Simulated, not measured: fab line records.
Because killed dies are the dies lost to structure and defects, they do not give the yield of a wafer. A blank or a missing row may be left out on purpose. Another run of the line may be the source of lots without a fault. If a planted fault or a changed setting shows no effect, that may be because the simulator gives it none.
fab line records | flow sky130
record lots=13 | wafers=39 | last-day=51
route steps=708 shown NWELL@68 VT_ADJUST_HVTP@93 SONOS_TUNNEL@163 SONOS_ONO@181 PAD_OPEN@708
lots with no fault: from the same line, run without faults
start-h: the number of hours between the record's first day and the start of the first shown wafer of the lot | wait-h: hours from the lot's prior step to this one | " unchanged from the row above | L1.1+2: one row covering several wafers at once | - no value present, or no start provided | * or withheld: withheld | < > ~ a bound
route shown NAME@n: names a module that has steps shown in the file, with the first one's number in the route | usual: mean/standard deviation of fault-free wafers | same: alike in all rows | chamber/n: place in a boat | sites: each site's reading | _std_site: the values' standard deviation | _edge_site: the outer-site mean with the inner-site mean subtracted | radius-mm: how far each site lies from the wafer's centre | mask NAME#n: copy n | behind: the tool/chamber that last shaped the wafer | hold: why the lot went on hold/how many hours it stayed there/how the hold came to an end | device: the n, p or np transistor that did not switch | end of line: tests run on the same wafers once the route is complete | a step with no rows: only its recipe | killed: count of dies lost to structure and defects at first sort (not the wafer's yield) | map: shows each die of a wafer: x if killed, . if not, _ if none is there
set.NAME: setting as actually run; set.NAME@STEP: the setting as run at that earlier step | model.NAME: the simulator's own value behind a step, which no gauge read
route steps across a sampled set of lots; one table per step, one row per wafer
services: from which hour (start-h, from the record's first day; less than 0 if before it) a tool's chamber was out of use, for how many hours, and why
## steps
# step SKY_NWELL_TW_MEAS_15
# usual NWELL_TW=1818/20
lot.wafer | tool          | chamber | start-h | wait-h | NWELL_TW
L167.2    | film-metro-01 | -       | 90.71   | 0.1    | 1802
L167.4    | "             | -       | "       | "      | 1815
L167.5    | "             | -       | "       | "      | 1809
L171.4    | film-metro-03 | -       | 115.93  | 0.1    | 1800
L171.5    | "             | -       | "       | "      | 1795
L171.6    | "             | -       | "       | "      | 1801
L172.2    | film-metro-01 | -       | 120.01  | 0.1    | 1811
L172.5    | "             | -       | "       | "      | 1803
L172.6    | "             | -       | "       | "      | 1795
L173.2    | film-metro-03 | -       | 125.16  | 0.1    | 1802
L173.4    | "             | -       | "       | "      | 1816
L173.5    | "             | -       | "       | "      | 1809
L174.4    | film-metro-03 | -       | 133.41  | 0.1    | 1797
L174.5    | "             | -       | "       | "      | 1798
L174.6    | "             | -       | "       | "      | 1802
L176.1    | film-metro-03 | -       | 143.65  | 0.1    | 1796
L176.5    | "             | -       | "       | "      | 1806
L176.6    | "             | -       | "       | "      | 1810
L179.1    | film-metro-02 | -       | 161.18  | 0.1    | 1848
L179.3    | "             | -       | "       | "      | 1852
L179.5    | "             | -       | "       | "      | 1848
L180.2    | film-metro-01 | -       | 164.96  | 0.1    | 1804
L180.4    | "             | -       | "       | "      | 1801
L180.5    | "             | -       | "       | "      | 1798
L186.1    | film-metro-02 | -       | 201.88  | 0.1    | 1848
L186.3    | "             | -       | "       | "      | 1846
L186.4    | "             | -       | "       | "      | 1855
L187.3    | film-metro-01 | -       | 206.30  | 0.1    | 1814
L187.5    | "             | -       | "       | "      | 1803
L187.6    | "             | -       | "       | "      | 1809
L188.1    | film-metro-03 | -       | 220.28  | 0.1    | 1810
L188.4    | "             | -       | "       | "      | 1809
L188.5    | "             | -       | "       | "      | 1817
L189.2    | film-metro-02 | -       | 220.91  | 0.1    | 1849
L189.4    | "             | -       | "       | "      | 1853
L189.5    | "             | -       | "       | "      | 1859
L190.2    | film-metro-02 | -       | 227.14  | 0.1    | 1853
L190.5    | "             | -       | "       | "      | 1836
L190.6    | "             | -       | "       | "      | 1852
# step SKY_VT_ADJUST_HVTP_OVL_MEAS_08
# usual VT_ADJUST_HVTP_OVL=0.4/1.6
lot.wafer | tool       | chamber | start-h | wait-h | VT_ADJUST_HVTP_OVL[nm]
L167.2    | overlay-02 | -       | 130.12  | 0.1    | 3.0
L167.4    | "          | -       | "       | "      | 1.8
L167.5    | "          | -       | "       | "      | 1.7
L171.4    | overlay-02 | -       | 157.50  | 0.1    | -2.1
L171.5    | "          | -       | "       | "      | -1.3
L171.6    | "          | -       | "       | "      | -0.6
L172.2    | overlay-02 | -       | 160.99  | 0.1    | -0.8
L172.5    | "          | -       | "       | "      | 1.2
L172.6    | "          | -       | "       | "      | -1.0
L173.2    | overlay-02 | -       | 167.31  | 0.1    | -0.4
L173.4    | "          | -       | "       | "      | -1.1
L173.5    | "          | -       | "       | "      | -2.4
L174.4    | overlay-02 | -       | 177.18  | 0.1    | -0.6
L174.5    | "          | -       | "       | "      | 0.9
L174.6    | "          | -       | "       | "      | 1.7
L176.1    | overlay-02 | -       | 187.36  | 0.1    | 1.7
L176.5    | "          | -       | "       | "      | -0.6
L176.6    | "          | -       | "       | "      | 1.0
L179.1    | overlay-02 | -       | 205.94  | 0.1    | -1.7
L179.3    | "          | -       | "       | "      | 0.5
L179.5    | "          | -       | "       | "      | -0.4
L180.2    | overlay-01 | -       | 211.49  | 0.1    | 2.4
L180.4    | "          | -       | "       | "      | 2.2
L180.5    | "          | -       | "       | "      | 1.1
L186.1    | overlay-01 | -       | 249.38  | 0.1    | -1.0
L186.3    | "          | -       | "       | "      | -0.7
L186.4    | "          | -       | "       | "      | -0.7
L187.3    | overlay-02 | -       | 253.17  | 0.1    | 2.4
L187.5    | "          | -       | "       | "      | 5.2
L187.6    | "          | -       | "       | "      | 2.8
L188.1    | overlay-01 | -       | 267.68  | 0.1    | -1.3
L188.4    | "          | -       | "       | "      | -0.3
L188.5    | "          | -       | "       | "      | -0.2
L189.2    | overlay-01 | -       | 268.24  | 0.1    | -1.3
L189.4    | "          | -       | "       | "      | -2.4
L189.5    | "          | -       | "       | "      | -0.9
L190.2    | overlay-02 | -       | 274.74  | 0.1    | 1.6
L190.5    | "          | -       | "       | "      | 0.6
L190.6    | "          | -       | "       | "      | 0.8
# step SKY_SONOS_TUNNEL_IMPLANT_09
# recipe species=B | energy-kev=20 | dose-cm2=1e+12 | tilt-deg=withheld
# usual faraday-current-uA=5.65/0.1
lot.wafer | tool         | chamber | start-h | wait-h | faraday-current-uA
L167.2    | implanter-01 | 0       | 265.20  | 0.0    | 5.80
L167.4    | "            | 0       | "       | "      | 5.72
L167.5    | "            | 0       | "       | "      | 5.71
L171.4    | implanter-04 | 0       | 299.10  | 0.1    | 5.88
L171.5    | "            | 0       | "       | "      | 5.64
L171.6    | "            | 0       | "       | "      | 5.65
L172.2    | implanter-02 | 0       | 302.45  | 0.0    | 5.81
L172.5    | "            | 0       | "       | "      | 5.75
L172.6    | "            | 0       | "       | "      | 5.84
L173.2    | implanter-02 | 0       | 310.29  | 0.0    | 5.74
L173.4    | "            | 0       | "       | "      | 5.70
L173.5    | "            | 0       | "       | "      | 5.60
L174.4    | implanter-01 | 0       | 324.05  | 0.1    | 5.64
L174.5    | "            | 0       | "       | "      | 5.50
L174.6    | "            | 0       | "       | "      | 5.47
L176.1    | implanter-02 | 0       | 335.87  | 0.0    | 5.66
L176.5    | "            | 0       | "       | "      | 5.64
L176.6    | "            | 0       | "       | "      | 5.52
L179.1    | implanter-01 | 0       | 356.87  | 0.0    | 5.46
L179.3    | "            | 0       | "       | "      | 5.79
L179.5    | "            | 0       | "       | "      | 5.55
L180.2    | implanter-01 | 0       | 364.82  | 0.1    | 5.77
L180.4    | "            | 0       | "       | "      | 5.67
L180.5    | "            | 0       | "       | "      | 5.62
L186.1    | implanter-02 | 0       | 416.21  | 0.0    | 5.77
L186.3    | "            | 0       | "       | "      | 5.61
L186.4    | "            | 0       | "       | "      | 5.63
L187.3    | implanter-04 | 0       | 416.87  | 0.1    | 5.64
L187.5    | "            | 0       | "       | "      | 5.61
L187.6    | "            | 0       | "       | "      | 5.64
L188.1    | implanter-01 | 0       | 435.66  | 0.0    | 5.54
L188.4    | "            | 0       | "       | "      | 5.63
L188.5    | "            | 0       | "       | "      | 5.47
L189.2    | implanter-01 | 0       | 437.55  | 0.0    | 5.75
L189.4    | "            | 0       | "       | "      | 5.63
L189.5    | "            | 0       | "       | "      | 5.39
L190.2    | implanter-04 | 0       | 449.94  | 0.0    | 5.53
L190.5    | "            | 0       | "       | "      | 5.76
L190.6    | "            | 0       | "       | "      | 5.78
# step SKY_SONOS_TUNNEL_TW_MEAS_12
# usual SONOS_TUNNEL_TW=196.7/1.4
lot.wafer | tool          | chamber | start-h | wait-h | hold                     | SONOS_TUNNEL_TW
L167.2    | film-metro-04 | -       | 265.60  | 0.0    | -                        | 198.4
L167.4    | "             | -       | "       | "      | -                        | 198.1
L167.5    | "             | -       | "       | "      | -                        | 198.7
L171.4    | film-metro-03 | -       | 299.46  | 0.0    | -                        | 195.8
L171.5    | "             | -       | "       | "      | -                        | 194.1
L171.6    | "             | -       | "       | "      | -                        | 195.7
L172.2    | film-metro-01 | -       | 302.84  | 0.0    | -                        | 196.8
L172.5    | "             | -       | "       | "      | -                        | 197.2
L172.6    | "             | -       | "       | "      | -                        | 196.8
L173.2    | film-metro-01 | -       | 310.72  | 0.0    | -                        | 196.9
L173.4    | "             | -       | "       | "      | -                        | 197.9
L173.5    | "             | -       | "       | "      | -                        | 197.0
L174.4    | film-metro-04 | -       | 324.43  | 0.0    | -                        | 197.3
L174.5    | "             | -       | "       | "      | -                        | 196.8
L174.6    | "             | -       | "       | "      | -                        | 197.1
L176.1    | film-metro-04 | -       | 336.28  | 0.0    | -                        | 197.1
L176.5    | "             | -       | "       | "      | -                        | 198.8
L176.6    | "             | -       | "       | "      | -                        | 197.7
L179.1    | film-metro-01 | -       | 357.29  | 0.0    | await-dispo/0.2h/release | 174.5
L179.3    | "             | -       | "       | "      | await-dispo/0.2h/release | 174.6
L179.5    | "             | -       | "       | "      | await-dispo/0.2h/release | 174.7
L179.1    | film-metro-01 | -       | 357.52  | 0.2    | -                        | 174.7
L179.3    | "             | -       | "       | "      | -                        | 174.6
L179.5    | "             | -       | "       | "      | -                        | 175.1
L180.2    | film-metro-01 | -       | 365.22  | 0.0    | await-dispo/0.2h/release | 175.7
L180.4    | "             | -       | "       | "      | await-dispo/0.2h/release | 174.7
L180.5    | "             | -       | "       | "      | await-dispo/0.2h/release | 173.7
L180.2    | film-metro-01 | -       | 365.56  | 0.3    | -                        | 174.6
L180.4    | "             | -       | "       | "      | -                        | 174.6
L180.5    | "             | -       | "       | "      | -                        | 174.4
L186.1    | film-metro-03 | -       | 416.87  | 0.0    | -                        | 195.8
L186.3    | "             | -       | "       | "      | -                        | 196.1
L186.4    | "             | -       | "       | "      | -                        | 196.6
L187.3    | film-metro-04 | -       | 417.49  | 0.0    | -                        | 198.1
L187.5    | "             | -       | "       | "      | -                        | 197.8
L187.6    | "             | -       | "       | "      | -                        | 198.9
L188.1    | film-metro-04 | -       | 436.12  | 0.0    | -                        | 198.3
L188.4    | "             | -       | "       | "      | -                        | 197.2
L188.5    | "             | -       | "       | "      | -                        | 197.3
L189.2    | film-metro-04 | -       | 437.96  | 0.0    | -                        | 197.2
L189.4    | "             | -       | "       | "      | -                        | 198.0
L189.5    | "             | -       | "       | "      | -                        | 196.5
L190.2    | film-metro-04 | -       | 450.34  | 0.0    | -                        | 198.3
L190.5    | "             | -       | "       | "      | -                        | 197.5
L190.6    | "             | -       | "       | "      | -                        | 197.3
# step SKY_SONOS_ONO_CD_MEAS_13
# recipe target-cd-nm=410
# usual cd-nm=410.8/2.3
lot.wafer | tool      | chamber | start-h | wait-h | cd-nm
L167.2    | cd-sem-01 | -       | 297.59  | 0.1    | 412.3
L167.4    | "         | -       | "       | "      | 409.3
L167.5    | "         | -       | "       | "      | 411.9
L171.4    | cd-sem-02 | -       | 333.17  | 0.1    | 407.6
L171.5    | "         | -       | "       | "      | 407.2
L171.6    | "         | -       | "       | "      | 408.2
L172.2    | cd-sem-01 | -       | 334.03  | 0.1    | 412.3
L172.5    | "         | -       | "       | "      | 413.3
L172.6    | "         | -       | "       | "      | 411.3
L173.2    | cd-sem-02 | -       | 343.23  | 0.1    | 409.7
L173.4    | "         | -       | "       | "      | 409.3
L173.5    | "         | -       | "       | "      | 409.5
L174.4    | cd-sem-01 | -       | 359.42  | 0.1    | 411.1
L174.5    | "         | -       | "       | "      | 412.6
L174.6    | "         | -       | "       | "      | 412.3
L176.1    | cd-sem-02 | -       | 366.61  | 0.1    | 410.6
L176.5    | "         | -       | "       | "      | 412.3
L176.6    | "         | -       | "       | "      | 410.7
L179.1    | cd-sem-01 | -       | 394.34  | 0.1    | 408.2
L179.3    | "         | -       | "       | "      | 410.8
L179.5    | "         | -       | "       | "      | 409.5
L180.2    | cd-sem-02 | -       | 401.81  | 0.1    | 411.1
L180.4    | "         | -       | "       | "      | 411.7
L180.5    | "         | -       | "       | "      | 414.9
L186.1    | cd-sem-01 | -       | 452.51  | 0.1    | 411.8
L186.3    | "         | -       | "       | "      | 411.5
L186.4    | "         | -       | "       | "      | 410.4
L187.3    | cd-sem-01 | -       | 454.75  | 0.1    | 406.6
L187.5    | "         | -       | "       | "      | 408.6
L187.6    | "         | -       | "       | "      | 407.7
L188.1    | cd-sem-01 | -       | 473.21  | 0.1    | 412.5
L188.4    | "         | -       | "       | "      | 414.6
L188.5    | "         | -       | "       | "      | 413.2
L189.2    | cd-sem-02 | -       | 475.51  | 0.1    | 410.6
L189.4    | "         | -       | "       | "      | 413.5
L189.5    | "         | -       | "       | "      | 412.7
L190.2    | cd-sem-02 | -       | 485.56  | 0.1    | 412.1
L190.5    | "         | -       | "       | "      | 409.0
L190.6    | "         | -       | "       | "      | 410.6
# step SKY_PAD_OPEN_PROBE_99
# usual killed_at_M0_to_M3=43/6.8 | killed_at_M4_up=3.3/1.9 | killed-at-contacts=24/5.3 | killed-at-front-end=14/4.3 | killed-at-other=0.3/0.62 | killed-dies=85/9.8 | killed-open=46/8 | killed-short=39/5.9
# same gross-dies=492 | killed-at-back-side=0
lot.wafer | tool      | chamber | start-h | wait-h | killed_at_M0_to_M3 | killed_at_M4_up | killed-at-contacts | killed-at-front-end | killed-at-other | killed-dies | killed-open | killed-short
L180.4    | prober-02 | -       | 1181.87 | 0.2    | 41                 | 2               | 22                 | 13                  | 0               | 78          | 44          | 34
# killed by level:class
L180.4 VIA1:geometric-particle:open=13 CONTACT:geometric-particle:open=8 POLY_GATE:geometric-particle:open=6 METAL2:geometric-particle:short=5 VIA3:geometric-particle:open=5 LI_CONTACT:geometric-particle:open=4 LOCAL_INTERCONNECT:geometric-particle:short=4 CONTACT:geometric-particle:short=4
## services
tool         | chamber | start-h | hours | kind
implanter-01 | -       | 259.31  | 0.5   | repair
implanter-01 | -       | 294.93  | 3.2   | repair
implanter-04 | -       | 300.67  | 4.1   | pm
implanter-02 | -       | 305.00  | 3.7   | pm
implanter-01 | -       | 312.16  | 1.6   | repair
implanter-02 | -       | 362.09  | 16.7  | pm
implanter-04 | -       | 368.03  | 2.5   | repair
implanter-02 | -       | 384.30  | 4.2   | repair
implanter-02 | -       | 391.61  | 23.1  | pm
## key
first-sign step=SKY_SONOS_TUNNEL_TW_MEAS_12 | reading=visit | direction=added
effect step=SKY_SONOS_TUNNEL_TW_MEAS_12 | reading=SONOS_TUNNEL_TW | direction=down | sigmas=15 | usual=196.7 | struck=174.6
met-at SKY_SONOS_TUNNEL_IMPLANT_09
struck-lots L179,L180
tester-left-out L179,L180
not-acting-at SKY_NWELL_TW_MEAS_15,SKY_VT_ADJUST_HVTP_OVL_MEAS_08,SKY_SONOS_ONO_CD_MEAS_13
onset-between 324.05 356.87
fault kind=process-parameter-drift | tool=implanter-01 | chamber=- | onset-h=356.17 | steps=SKY_SONOS_TUNNEL_IMPLANT_09 | channel=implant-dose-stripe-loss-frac | offset=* | shape=step | end-h=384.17
# tester-left-out: of these lots the tester's yield and bins aren't shown, on N5 and GAA mostly nor the transistor test; their killed dies are dies lost to structure and defects alone, not to doping, threshold or leakage, so they don't give the yield
